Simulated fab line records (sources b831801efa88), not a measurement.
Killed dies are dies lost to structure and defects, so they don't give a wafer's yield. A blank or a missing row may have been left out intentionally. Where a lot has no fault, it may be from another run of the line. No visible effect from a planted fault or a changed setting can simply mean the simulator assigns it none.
Which of the tools did it? | flow sky130 | Sampling: 11 lots, 33 wafers, 4 of 708 route steps

== WHAT EACH GAUGE READ, for each wafer ==
SKY_POLY_CUT_CD_MEAS_08 targets a cd of 270 nm. Usual: cd_nm at 269.6 nm, with a standard deviation of 1.2.
lot  | measured     | on        | cd_nm (nm)        | flag
L157 | day 25 01:29 | cd_sem-01 | 269.7 268.9 268.8 |
L165 | day 27 06:37 | cd_sem-02 | 269.9 270.2 269.0 |
L168 | day 28 07:22 | cd_sem-02 | 264.1 268.3 257.6 | OFF
L169 | day 28 14:25 | cd_sem-02 | 255.0 265.1 258.7 | OFF
L170 | day 28 20:22 | cd_sem-02 | 267.8 269.7 268.0 |
L176 | day 30 13:53 | cd_sem-01 | 268.3 269.1 269.4 |
L175 | day 30 18:04 | cd_sem-02 | 270.4 270.4 268.2 |
L177 | day 31 00:47 | cd_sem-01 | 270.3 270.3 270.7 |
L178 | day 31 16:13 | cd_sem-02 | 268.0 268.2 268.8 |
L179 | day 32 01:12 | cd_sem-02 | 270.2 269.5 267.9 |
L180 | day 32 13:07 | cd_sem-01 | 272.1 273.2 272.1 |

== WHICH TOOL RAN EACH LOT (tool, then ch and the chambers of the sampled wafers, then the start) ==
lot  | SKY_LDD_P_STRIP_10                   | SKY_LDD_HVN_STRIP_09                 | SKY_POLY_CUT_EXPOSE_05
L157 | plasma_asher-03 ch 0,1, day 19 19:08 | plasma_asher-02 ch 0,1, day 21 02:04 | krf_scanner-01 ch 0, day 24 10:17
L165 | plasma_asher-04 ch 0,1, day 22 05:37 | plasma_asher-03 ch 0,1, day 23 11:56 | krf_scanner-02 ch 0, day 26 15:53
L168 | plasma_asher-03 ch 0,1, day 23 06:04 | plasma_asher-01 ch 0,1, day 24 12:33 | krf_scanner-02 ch 0, day 27 18:01
L169 | plasma_asher-03 ch 0,1, day 23 14:13 | plasma_asher-02 ch 0,1, day 24 19:31 | krf_scanner-02 ch 0, day 28 00:10
L170 | plasma_asher-01 ch 0,1, day 23 18:52 | plasma_asher-01 ch 0,1, day 25 00:41 | krf_scanner-01 ch 0, day 28 05:38
L176 | plasma_asher-03 ch 1, day 25 18:07   | plasma_asher-01 ch 0,1, day 26 23:21 | krf_scanner-01 ch 0, day 30 00:28
L175 | plasma_asher-03 ch 0,1, day 25 20:29 | plasma_asher-02 ch 0,1, day 27 01:49 | krf_scanner-02 ch 0, day 30 04:49
L177 | plasma_asher-04 ch 0,1, day 26 04:44 | plasma_asher-01 ch 0,1, day 27 09:54 | krf_scanner-02 ch 0, day 30 11:07
L178 | plasma_asher-04 ch 0,1, day 26 22:11 | plasma_asher-02 ch 0,1, day 28 03:39 | krf_scanner-02 ch 0, day 31 03:52
L179 | plasma_asher-04 ch 0,1, day 27 06:44 | plasma_asher-02 ch 0,1, day 28 11:57 | krf_scanner-02 ch 0, day 31 12:11
L180 | plasma_asher-03 ch 0,1, day 27 18:13 | plasma_asher-02 ch 0,1, day 28 22:47 | krf_scanner-02 ch 0, day 31 23:04
- SKY_LDD_P_STRIP_10: strips in O2/N2.
- SKY_LDD_HVN_STRIP_09: strips in O2/N2.
- SKY_POLY_CUT_EXPOSE_05: exposes mask NPCM, target cd 270 nm.

== WHAT THE TOOLS THEMSELVES READ (means of the sampled wafers that have a number; where no wafer has one, the mark that the record gives instead) ==
SKY_LDD_P_STRIP_10. Usual: drypump_motor_current_A 5.72 A, standard deviation 0.17; n2_flow_sccm 300.0 sccm, standard deviation 0.88; oes_product_au 0.716 a.u., standard deviation 0.0044; strip_time_to_endpoint_s 14.20 s, standard deviation 0.039.
lot  | tool            | drypump_motor_current_A (A) | n2_flow_sccm (sccm) | oes_product_au (a.u.) | strip_time_to_endpoint_s (s) | flag
L157 | plasma_asher-03 | 5.73                        | 300.1               | 0.715                 | 14.16                        |
L165 | plasma_asher-04 | 5.84                        | 299.9               | 0.719                 | 14.19                        |
L168 | plasma_asher-03 | 5.70                        | 299.9               | 0.719                 | 14.20                        |
L169 | plasma_asher-03 | 5.57                        | 299.5               | 0.714                 | 14.26                        |
L170 | plasma_asher-01 | 5.65                        | 300.0               | 0.723                 | 14.21                        |
L176 | plasma_asher-03 | 5.39                        | 299.5               | 0.719                 | 14.23                        |
L175 | plasma_asher-03 | 5.54                        | 299.9               | 0.716                 | 14.20                        |
L177 | plasma_asher-04 | 5.83                        | 300.2               | 0.716                 | 14.20                        |
L178 | plasma_asher-04 | 5.83                        | 300.8               | 0.712                 | 14.25                        |
L179 | plasma_asher-04 | 5.83                        | 298.6               | 0.716                 | 14.24                        |
L180 | plasma_asher-03 | 5.72                        | 300.3               | 0.712                 | 14.20                        |

SKY_LDD_HVN_STRIP_09. Usual: drypump_motor_current_A 5.66 A, standard deviation 0.17; n2_flow_sccm 299.9 sccm, standard deviation 0.86; oes_product_au 0.409 a.u., standard deviation 0.0046; strip_time_to_endpoint_s 4.141 s, standard deviation 0.014.
lot  | tool            | drypump_motor_current_A (A) | n2_flow_sccm (sccm) | oes_product_au (a.u.) | strip_time_to_endpoint_s (s) | flag
L157 | plasma_asher-02 | 5.79                        | 299.8               | 0.408                 | 4.159                        |
L165 | plasma_asher-03 | 5.69                        | 299.5               | 0.409                 | 4.138                        |
L168 | plasma_asher-01 | 5.58                        | 299.7               | 0.412                 | 4.133                        |
L169 | plasma_asher-02 | 5.69                        | 300.2               | 0.408                 | 4.135                        |
L170 | plasma_asher-01 | 5.66                        | 300.7               | 0.413                 | 4.139                        |
L176 | plasma_asher-01 | 5.57                        | 299.9               | 0.407                 | 4.148                        |
L175 | plasma_asher-02 | 5.78                        | 300.0               | 0.411                 | 4.146                        |
L177 | plasma_asher-01 | 5.68                        | 299.5               | 0.411                 | 4.140                        |
L178 | plasma_asher-02 | 5.77                        | 299.1               | 0.408                 | 4.148                        |
L179 | plasma_asher-02 | 5.70                        | 300.2               | 0.407                 | 4.140                        |
L180 | plasma_asher-02 | 5.67                        | 299.8               | 0.410                 | 4.135                        |

SKY_POLY_CUT_EXPOSE_05. Usual: exposure_dose_mJ_cm2 at 31.972, with a standard deviation of 0.03.
lot  | tool           | exposure_dose_mJ_cm2 | flag
L157 | krf_scanner-01 | 31.995               |
L165 | krf_scanner-02 | 31.928               |
L168 | krf_scanner-02 | 32.364               | OFF
L169 | krf_scanner-02 | 32.271               | OFF
L170 | krf_scanner-01 | 31.988               |
L176 | krf_scanner-01 | 31.973               |
L175 | krf_scanner-02 | 31.957               |
L177 | krf_scanner-02 | 31.983               |
L178 | krf_scanner-02 | 31.982               |
L179 | krf_scanner-02 | 31.950               |
L180 | krf_scanner-02 | 31.987               |

== THE ANSWER, worked out from the rows above alone ==
Rule: lot off if the mean of its wafers having a number is beyond 3 standard deviations from the usual mean. A lot without any number at a reading at which 4 lots or more have one is off too. All remaining lots with rows at the step are treated as sound. Order of review: gauges by route order, followed by the tools' own readings, for which a lot's mean as printed above is used. At the first step where some lot is off, the reading lying furthest off is the one used; lots without a number count as furthest.
Off: L168, L169 (SKY_POLY_CUT_CD_MEAS_08, cd_nm).
A tool fits if, at a process step before that reading, it ran every lot that is off, and no sound lot after the first of them. Not tried: the gauges at SKY_POLY_CUT_CD_MEAS_08; whatever is off there is also off at SKY_POLY_CUT_EXPOSE_05, on other tools, and gauge error can't account for it. No candidate that was tried fits.

== WHAT WAS PUT IN BY THE SIMULATOR ==
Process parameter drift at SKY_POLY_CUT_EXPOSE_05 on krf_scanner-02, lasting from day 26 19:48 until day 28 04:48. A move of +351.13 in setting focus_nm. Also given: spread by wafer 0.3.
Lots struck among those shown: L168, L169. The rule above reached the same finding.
